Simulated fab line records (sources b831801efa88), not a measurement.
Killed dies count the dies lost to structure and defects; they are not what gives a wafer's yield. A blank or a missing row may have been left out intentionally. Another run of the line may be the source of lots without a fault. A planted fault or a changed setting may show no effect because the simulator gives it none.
Code-filled problem report in 8D (eight disciplines) form :: flow sky130 :: the parts of the form that need people (team, actions taken, sign-off) are left out

## 1. WHAT IS WRONG
At SKY_METAL1_COAT_10, spinSpeedRpm averages 2868.2 rpm over 6 wafers from 2 lots, while fault-free wafers read 3000.1 rpm, standard deviation 2.1. That is -63 standard deviations from the usual mean.
The step: resist thk 450 nm.
Seen first at day 36 22:00 on lithoTrack-04, wafer L464.2. Wafers with a number at this step in the record: 39, from 13 lots. Rule for "out" (also "out of limits"): further than 4 standard deviations from the usual mean. Any other wafer with a number is counted as sound.

## 2. WHAT IT IS, WHAT IT ISN'T
question: which readings at this step
is: spinSpeedRpm
is not: -

question: which lots
is: L464, L467
is not: L449, L454, L455, L456, L458, L459, L460, L461, L462, L466, L469

question: which wafers of those lots
is: all that have a number
is not: -

question: read on which tools
is: lithoTrack-04
is not: lithoTrack-02, lithoTrack-03

question: when
is: from day 36 22:00
is not: up to then (27 sound wafers); but 6 sound wafers of L466, L469 came after

## 3. THE SUSPECTS, EACH WITH WHAT RULES IT OUT
Counting: a tool stays on the suspect list if, at a process step up to the reading, it processed all lots that are out and no sound lot following the first of them.
- pvdSputter-01 at SKY_METAL1_SPUTTER_00 (material Ti, target thk 15 nm, time 10 s): ruled out as a lasting fault. After its first lot that is out, L464 (day 36 09:17), sound lots L466, L469 ran on it.
- lithoTrack-04 at SKY_METAL1_COAT_10 (resist thk 450 nm): kept. It ran every lot that is out, first L464 (day 36 22:00), and no sound lot after that; its last sound lot up to then is L461 (day 36 02:00). On those wafers its own readings are out: spinSpeedRpm.
The count leaves lithoTrack-04 at SKY_METAL1_COAT_10.

## 4. THE CAUSE (what the simulator had put in)
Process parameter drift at SKY_METAL1_COAT_10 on lithoTrack-04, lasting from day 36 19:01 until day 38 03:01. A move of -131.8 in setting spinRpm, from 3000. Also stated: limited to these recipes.
Counting left only this tool.

## 5. THE CHAIN OF EFFECTS, in route order
Each row: a reading where the mean over the struck wafers with a number is more than 3 standard deviations away from the usual. Only readings for which the record gives a usual standard deviation are gone through. hours: the time from each lot's start at the first step in this table that gives one to its start at this step, as a median over the lots. sigmas: the change in usual standard deviations.
hours: 0
step: SKY_METAL1_COAT_10
reading: spinSpeedRpm
usual: 3000.1 rpm
on struck wafers: 2868.2
change: -131.9
sigmas: -63
Process steps it contains:
- SKY_METAL1_COAT_10: resist thk 450 nm.
Later steps that measure or inspect, where all struck wafers having a row at the step show a number for every such reading and not one has moved that far: SKY_METAL1_OVL_MEAS_16.

## 6. WHAT WOULD HAVE CAUGHT IT SOONER
The fault began at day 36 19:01; the first out-of-limits reading in this record came at day 36 22:00, 3 hours later.
